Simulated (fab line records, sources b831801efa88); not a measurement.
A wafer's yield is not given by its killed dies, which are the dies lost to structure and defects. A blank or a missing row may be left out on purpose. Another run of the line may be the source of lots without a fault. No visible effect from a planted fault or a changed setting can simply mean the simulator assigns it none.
Which of the tools did it?	flow gf180mcu	Sampling: 11 lots, 33 wafers, 6 of 602 route steps

WHAT THE GAUGES READ, wafer by wafer
GF_MVPSD_OVL_MEAS_07.
lot	measured	on	MVPSD_OVL (nm)
L286	day 5 00:26	overlay-01	0.5 0.0 0.9
L287	day 5 07:03	overlay-01	1.7 2.5 1.2
L288	day 5 09:38	overlay-01	-0.8 0.6 -0.7
L290	day 6 00:23	overlay-02	0.9 1.5 2.9
L293	day 6 17:47	overlay-02	1.6 5.2 2.5
L294	day 7 00:02	overlay-01	-0.5 0.5 -0.3
L295	day 7 04:26	overlay-02	0.2 0.0 0.3
L298	day 7 23:56	overlay-01	1.2 -0.3 0.9
L299	day 8 06:44	overlay-01	2.1 1.4 1.8
L305	day 9 19:47	overlay-02	0.1 -0.5 -1.0
L309	day 10 19:23	overlay-01	0.9 -0.5 1.6

GF_HV_LDD_TW_MEAS_38.
lot	measured	on	HV_LDD_3_TW
L286	day 11 14:06	filmMetro-02	1430 1420 1430
L287	day 11 21:16	filmMetro-01	1422 1430 1429
L288	day 12 02:14	filmMetro-01	1420 1420 1424
L290	day 12 17:25	filmMetro-04	1439 1444 1439
L293	day 13 17:35	filmMetro-04	1441 1443 1449
L294	day 14 05:02	filmMetro-04	1450 1452 1448
L295	day 14 10:56	filmMetro-01	1430 1425 1427
L298	day 15 12:36	filmMetro-04	1388 1402 1395
L299	day 15 20:25	filmMetro-01	1358 1368 1366 1367 1372 1372
L305	day 17 18:49	filmMetro-01	1406 1421 1414
L309	day 19 03:44	filmMetro-02	1419 1427 1420

GF_HV_LDD_RS_MEAS_53: uses a four-point probe to measure.
lot	measured	on	HV_LDD_RS (ohm/sq)
L286	day 12 09:29	filmMetro-04	418.2 418.9 418.4
L287	day 12 16:52	filmMetro-04	417.9 417.1 417.4
L288	day 12 22:28	filmMetro-04	418.7 419.6 418.5
L290	day 13 13:40	filmMetro-02	418.1 419.9 418.9
L293	day 14 14:40	filmMetro-01	417.3 418.1 417.8
L294	day 15 02:07	filmMetro-04	418.8 419.7 418.4
L295	day 15 08:32	filmMetro-02	420.1 420.6 420.0
L298	day 16 11:10	filmMetro-01	428.5 428.9 428.3 428.4 430.3 428.6
L299	day 16 19:05	filmMetro-01	427.3 428.5 426.5 427.9 427.8 426.8
L305	day 18 19:04	filmMetro-02	417.9 417.5 418.0
L309	day 20 04:51	filmMetro-01	418.4 418.3 418.2

GF_V1_THK_MEAS_01.
lot	measured	on	V1_CVD_00_THK (nm)
L286	day 17 02:01	filmMetro-01	598 597 596
L287	day 17 10:11	filmMetro-01	614 610 599
L288	day 17 17:40	filmMetro-01	601 604 594
L290	day 18 11:46	filmMetro-02	603 607 609
L293	day 19 16:40	filmMetro-03	592 592 593
L294	day 20 05:11	filmMetro-01	597 597 600
L295	day 20 12:27	filmMetro-03	604 605 601
L298	day 21 19:22	filmMetro-01	601 605 602
L299	day 22 03:36	filmMetro-03	598 608 604
L305	day 24 01:19	filmMetro-03	611 607 599
L309	day 25 08:56	filmMetro-02	603 602 607

TOOL THAT RAN EACH LOT (tool first, then ch and the chambers of the sampled wafers, then the start)
lot	GF_HV_LDD_IMPLANT_36	GF_CONTACT_ETCH_16
L286	implanter-01 ch 0, day 11 13:52	rieDiel-03 ch 0,2,3, day 16 01:21
L287	implanter-01 ch 0, day 11 21:02	rieDiel-04 ch 0,2, day 16 09:24
L288	implanter-03 ch 0, day 12 01:59	rieDiel-01 ch 2,3, day 16 16:47
L290	implanter-01 ch 0, day 12 17:05	rieDiel-01 ch 1,2,3, day 17 08:56
L293	implanter-03 ch 0, day 13 17:20	rieDiel-01 ch 2,3, day 18 13:44
L294	implanter-02 ch 0, day 14 04:47	rieDiel-01 ch 0,2,3, day 19 01:47
L295	implanter-01 ch 0, day 14 10:40	rieDiel-04 ch 0,1,2, day 19 09:46
L298	implanter-03 ch 0, day 15 12:21	rieDiel-03 ch 0,2,3, day 20 17:05
L299	implanter-03 ch 0, day 15 20:10	rieDiel-04 ch 0,1,3, day 21 01:56
L305	implanter-02 ch 0, day 17 18:34	rieDiel-04 ch 0,1,3, day 23 00:44
L309	implanter-02 ch 0, day 19 03:29	rieDiel-03 ch 0,1, day 24 08:17
- GF_HV_LDD_IMPLANT_36
- GF_CONTACT_ETCH_16: etches BARC in N2/H2.

WHAT THE TOOLS THEMSELVES READ (means of the sampled wafers that have a number; where no wafer has one, the mark that the record gives instead)
GF_HV_LDD_IMPLANT_36.
lot	tool	beamOnS (s)	doseIonsCm2	endStationPressureTorr (Torr)	faradayCurrentUA	tiltDeg (degrees)
L286	implanter-01	10.04	7.500e+12	4.91e-06	42.2	30.014
L287	implanter-01	10.00	7.500e+12	5.28e-06	42.2	29.989
L288	implanter-03	10.04	7.500e+12	4.99e-06	42.1	30.015
L290	implanter-01	10.14	7.494e+12	5.29e-06	41.7	30.037
L293	implanter-03	10.02	7.488e+12	5.12e-06	42.1	30.019
L294	implanter-02	10.19	7.506e+12	4.94e-06	41.5	30.007
L295	implanter-01	9.97	7.508e+12	4.90e-06	42.5	29.957
L298	implanter-03	10.02	3.980e+12	5.17e-06	22.5	29.990
L299	implanter-03	9.96	3.981e+12	4.96e-06	22.6	30.008
L305	implanter-02	10.26	7.488e+12	5.19e-06	41.2	30.007
L309	implanter-02	10.18	7.492e+12	4.84e-06	41.5	29.987

GF_CONTACT_ETCH_16.
lot	tool	drypumpMotorCurrentA (A)	oesProductAu (a.u.)	throttleValvePct (%)
L286	rieDiel-03	6.1	0.857	13.229
L287	rieDiel-04	5.0	0.855	13.218
L288	rieDiel-01	5.8	0.854	13.218
L290	rieDiel-01	6.0	0.856	13.215
L293	rieDiel-01	5.8	0.858	13.230
L294	rieDiel-01	5.6	0.857	13.220
L295	rieDiel-04	5.2	0.853	13.220
L298	rieDiel-03	6.1	0.854	13.233
L299	rieDiel-04	5.1	0.858	13.219
L305	rieDiel-04	5.2	0.853	13.231
L309	rieDiel-03	6.3	0.852	13.221

THE ANSWER, worked out from the rows above alone
Rule: what is usual is taken from the lots themselves. Put in order of their means at a reading, lots are off if they are a third of the lots or fewer, leave a main group of 4 or more, and stand apart from it by a gap of 3 or more times the standard deviation of the main group's means; of several such gaps the widest counts. If all means in a main group match to the digits the tables above print for the reading, that group is not used. Also off: a lot with no number at a reading for which 4 or more lots have one. Where the step has rows for the other lots, those lots are counted as sound. The gauges are gone through in route order, then the tools' own readings, and for those a lot's mean is taken as printed above. The first step at which some lot is off is used, and at that step the reading that is off furthest; a lot without a number counts as furthest.
Off: at GF_HV_LDD_RS_MEAS_53 (HV_LDD_RS), L298, L299. The main group has a mean of 418.5 ohm/sq with a standard deviation of 0.8.
A tool fits if, at a process step before that reading, it ran every lot that is off, and no sound lot after the first of them. The gauges at GF_HV_LDD_RS_MEAS_53 aren't tried: what is off there is off at GF_HV_LDD_IMPLANT_36 too, on other tools, and a gauge's error can't cause that. One candidate fits, namely implanter-03 at GF_HV_LDD_IMPLANT_36. A fault onset in the window from L293 (day 13 17:20, its last sound lot) to L298 (day 15 12:21, its first lot off) fits.
The tool's own readings at GF_HV_LDD_IMPLANT_36 bear it out: on the lots that are off they differ by more than 5 times the standard deviation of the sound lots' means. doseIonsCm2 reads 3.980e+12 there against 7.497e+12 on the sound lots; faradayCurrentUA reads 22.6 there against 41.9 on the sound lots.

WHAT HAD BEEN PUT IN BY THE SIMULATOR
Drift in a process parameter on implanter-03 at GF_HV_LDD_IMPLANT_36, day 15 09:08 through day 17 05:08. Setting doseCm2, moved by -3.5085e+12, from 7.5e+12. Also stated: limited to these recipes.
Shown lots that were struck: L298, L299. The rule above found the same.
